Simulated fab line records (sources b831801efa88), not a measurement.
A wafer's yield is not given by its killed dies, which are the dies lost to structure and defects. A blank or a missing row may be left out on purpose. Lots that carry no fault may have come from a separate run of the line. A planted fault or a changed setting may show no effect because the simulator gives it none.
Which tool is to blame? ; flow sky130 ; Sampling: 24 lots, 72 wafers, 3 of 708 route steps

## WHAT EACH GAUGE READ, for each wafer
SKY_LI_CONTACT_THK_MEAS_01.
lot;measured;on;LI_CONTACT_HDPCVD_THK (nm)
L074;day 27 08:58;film-metro-04;916 926 936
L076;day 27 20:44;film-metro-01;932 939 937
L075;day 27 21:37;film-metro-03;923 918 917
L077;day 28 16:49;film-metro-01;920 919 920
L078;day 29 02:46;film-metro-03;925 928 913
L079;day 29 14:32;film-metro-03;938 930 914
L080;day 29 16:44;film-metro-04;925 931 928
L081;day 30 05:17;film-metro-04;936 919 920
L082;day 30 07:00;film-metro-04;933 930 926
L083;day 30 19:54;film-metro-04;914 927 930
L084;day 31 02:05;film-metro-01;930 936 938
L085;day 31 11:08;film-metro-03;921 926 934
L086;day 31 18:46;film-metro-03;931 934 939
L087;day 32 02:59;film-metro-04;921 922 914
L088;day 32 09:48;film-metro-03;917 912 928
L089;day 32 20:46;film-metro-03;906 926 932
L090;day 33 23:30;film-metro-01;940 933 950
L091;day 34 02:45;film-metro-04;934 946 924
L092;day 34 11:44;film-metro-03;940 940 933
L093;day 34 17:08;film-metro-01;944 941 914
L095;day 35 06:43;film-metro-03;939 942 940
L094;day 35 07:14;film-metro-03;923 934 947
L096;day 35 07:50;film-metro-01;922 932 937
L097;day 37 00:29;film-metro-03;919 930 909

SKY_METAL3_CD_MEAS_13 targets a cd of 300 nm.
lot;measured;on;cd-nm (nm)
L074;day 38 00:15;cd-sem-01;301.5 302.1 302.0
L076;day 38 09:26;cd-sem-01;300.4 300.6 300.7
L075;day 38 13:03;cd-sem-01;301.8 301.5 300.7
L077;day 39 06:34;cd-sem-02;299.9 299.8 299.5
L078;day 39 14:52;cd-sem-01;298.2 299.2 299.0
L079;day 40 00:49;cd-sem-01;298.3 299.0 297.2
L080;day 40 01:46;cd-sem-01;296.1 296.7 296.9
L081;day 40 14:01;cd-sem-02;300.2 299.1 299.5
L082;day 40 15:25;cd-sem-02;299.9 301.1 299.0
L083;day 41 02:32;cd-sem-01;301.6 301.4 299.8
L084;day 41 07:53;cd-sem-01;301.1 300.0 301.3
L085;day 41 14:31;cd-sem-02;301.3 302.1 300.2
L086;day 42 01:46;cd-sem-01;301.1 300.5 300.4
L087;day 42 05:34;cd-sem-01;299.7 298.4 300.3
L088;day 42 10:59;cd-sem-01;297.9 297.5 297.9
L089;day 42 20:15;cd-sem-01;300.9 300.1 300.8
L090;day 43 19:06;cd-sem-01;299.8 299.8 299.3
L091;day 43 23:22;cd-sem-02;299.5 298.8 300.4
L092;day 44 05:32;cd-sem-01;297.9 297.7 299.4
L093;day 44 10:25;cd-sem-01;301.6 302.2 301.1
L095;day 44 22:28;cd-sem-02;298.6 301.1 299.5
L094;day 44 23:16;cd-sem-02;299.2 298.0 299.3
L096;day 45 00:22;cd-sem-02;297.7 299.0 298.2
L097;day 46 06:42;cd-sem-02;298.3 299.6 298.1

## WHAT TOOL EACH LOT RAN ON (gives the tool, then ch and the chambers of the sampled wafers, and finally the start)
lot;SKY_METAL1_SPUTTER_02
L074;pvd-sputter-04, day 31 01:26
L076;pvd-sputter-01, day 31 12:55
L075;pvd-sputter-04, day 31 15:44
L077;pvd-sputter-04, day 32 08:58
L078;pvd-sputter-02, day 32 19:08
L079;pvd-sputter-04, day 33 05:23
L080;pvd-sputter-02, day 33 08:01
L081;pvd-sputter-01, day 33 19:31
L082;pvd-sputter-01, day 33 21:53
L083;pvd-sputter-04, day 34 09:08
L084;pvd-sputter-04, day 34 16:25
L085;pvd-sputter-02, day 34 23:07
L086;pvd-sputter-02, day 35 08:35
L087;pvd-sputter-04, day 35 15:32
L088;pvd-sputter-04, day 35 22:03
L089;pvd-sputter-04, day 36 08:59
L090;pvd-sputter-02, day 37 10:22
L091;pvd-sputter-02, day 37 14:58
L092;pvd-sputter-04, day 37 22:59
L093;pvd-sputter-02, day 38 04:02
L095;pvd-sputter-04, day 38 17:37
L094;pvd-sputter-02, day 38 18:20
L096;pvd-sputter-01, day 38 19:26
L097;pvd-sputter-02, day 40 08:56
- SKY_METAL1_SPUTTER_02: material AlCu, target thk 250 nm, time 13.3 s.

## AS READ BY THE TOOLS THEMSELVES (means over the sampled wafers that have a number; for cases with no such wafer, the mark the record gives instead)
SKY_METAL1_SPUTTER_02.
lot;tool;throttle-valve-pct (%)
L074;pvd-sputter-04;30.1
L076;pvd-sputter-01;30.4
L075;pvd-sputter-04;30.1
L077;pvd-sputter-04;30.0
L078;pvd-sputter-02;29.6
L079;pvd-sputter-04;30.4
L080;pvd-sputter-02;29.3
L081;pvd-sputter-01;31.0
L082;pvd-sputter-01;31.4
L083;pvd-sputter-04;29.3
L084;pvd-sputter-04;29.3
L085;pvd-sputter-02;29.5
L086;pvd-sputter-02;30.0
L087;pvd-sputter-04;29.9
L088;pvd-sputter-04;29.8
L089;pvd-sputter-04;30.1
L090;pvd-sputter-02;30.1
L091;pvd-sputter-02;29.7
L092;pvd-sputter-04;30.0
L093;pvd-sputter-02;29.7
L095;pvd-sputter-04;29.1
L094;pvd-sputter-02;29.6
L096;pvd-sputter-01;31.4
L097;pvd-sputter-02;30.1

## THE ANSWER, worked out from the rows above alone
Rule: the usual values come from the lots themselves. The widest of any qualifying gaps counts: lots, ordered by their means at a reading, are off when they make up no more than a third of the lots, leave a main group of 4 or more, and stand apart from it by 3 or more times the standard deviation of that group's means. A main group whose means are all the same, to the digits that the tables above print for the reading, isn't used. Also off: a lot with no number at a reading for which 4 or more lots have one. The other lots that the step has rows for count as sound. After the gauges, taken in route order, come the tools' own readings; for these a lot's mean is taken, as printed above. At the first step where some lot is off, the reading lying furthest off is the one used; lots without a number count as furthest.
No lot is off at any reading shown: from this, nothing can be told.

## WHAT HAD BEEN PUT IN BY THE SIMULATOR
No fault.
